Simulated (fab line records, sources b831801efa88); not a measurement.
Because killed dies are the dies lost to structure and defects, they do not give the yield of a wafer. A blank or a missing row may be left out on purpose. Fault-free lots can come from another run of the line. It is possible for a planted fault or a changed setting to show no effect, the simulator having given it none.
What tool caused it? | flow gf180mcu | 24 lots (72 wafers sampled), 1 step of a 602-step route

## WHAT THE GAUGES READ, wafer by wafer
GF_M4_THK_MEAS_06: measures by xrf.
lot  | measured     | on            | M4_ALCU_THK (nm)
L074 | day 22 15:07 | film metro-02 | 438 440 435
L075 | day 22 20:53 | film metro-02 | 438 443 439
L076 | day 23 08:42 | film metro-02 | 450 455 451
L077 | day 23 17:01 | film metro-03 | 453 453 452
L078 | day 24 00:17 | film metro-02 | 448 449 450
L079 | day 24 08:31 | film metro-02 | 442 449 445
L080 | day 24 23:43 | film metro-03 | 454 452 453
L081 | day 25 12:04 | film metro-01 | 448 451 452
L082 | day 25 14:53 | film metro-01 | 441 443 448
L083 | day 25 20:22 | film metro-02 | 445 445 439
L084 | day 26 03:43 | film metro-02 | 451 447 451
L085 | day 26 08:01 | film metro-03 | 458 455 448
L086 | day 26 16:28 | film metro-02 | 448 449 447
L087 | day 27 03:29 | film metro-02 | 443 455 452
L088 | day 27 13:04 | film metro-01 | 446 445 446
L089 | day 27 17:18 | film metro-02 | 446 447 439
L090 | day 27 21:40 | film metro-03 | 450 450 447
L091 | day 28 08:01 | film metro-02 | 444 441 445
L092 | day 28 09:26 | film metro-01 | 439 450 451
L093 | day 28 19:01 | film metro-03 | 454 453 451
L094 | day 29 07:48 | film metro-02 | 450 449 450
L095 | day 29 08:36 | film metro-02 | 454 444 453
L096 | day 29 16:58 | film metro-01 | 448 457 449
L097 | day 29 22:23 | film metro-03 | 436 447 445

## WHICH TOOL RAN EACH LOT (tool, then ch and the chambers of the sampled wafers, then the start)
The record shows no process step preceding these readings.

## AS READ BY THE TOOLS THEMSELVES (means over the sampled wafers that have a number; for cases with no such wafer, the mark the record gives instead)
The record holds no such reading with a usual standard deviation.

## THE ANSWER, worked out from the rows above alone
Rule: what is usual is taken from the lots themselves. Put in order of their means at a reading, lots are off if they are a third of the lots or fewer, leave a main group of 4 or more, and stand apart from it by a gap of 3 or more times the standard deviation of the main group's means; of several such gaps the widest counts. The tables above print the reading to a certain number of digits; a main group whose means all agree to those digits is not used. A lot without any number at a reading at which 4 lots or more have one is off too. All remaining lots with rows at the step are treated as sound. Order of review: gauges by route order, followed by the tools' own readings, for which a lot's mean as printed above is used. At the first step where some lot is off, the reading lying furthest off is the one used; lots without a number count as furthest.
No lot is off at any reading shown: from this, nothing can be told.

## WHAT HAD BEEN PUT IN BY THE SIMULATOR
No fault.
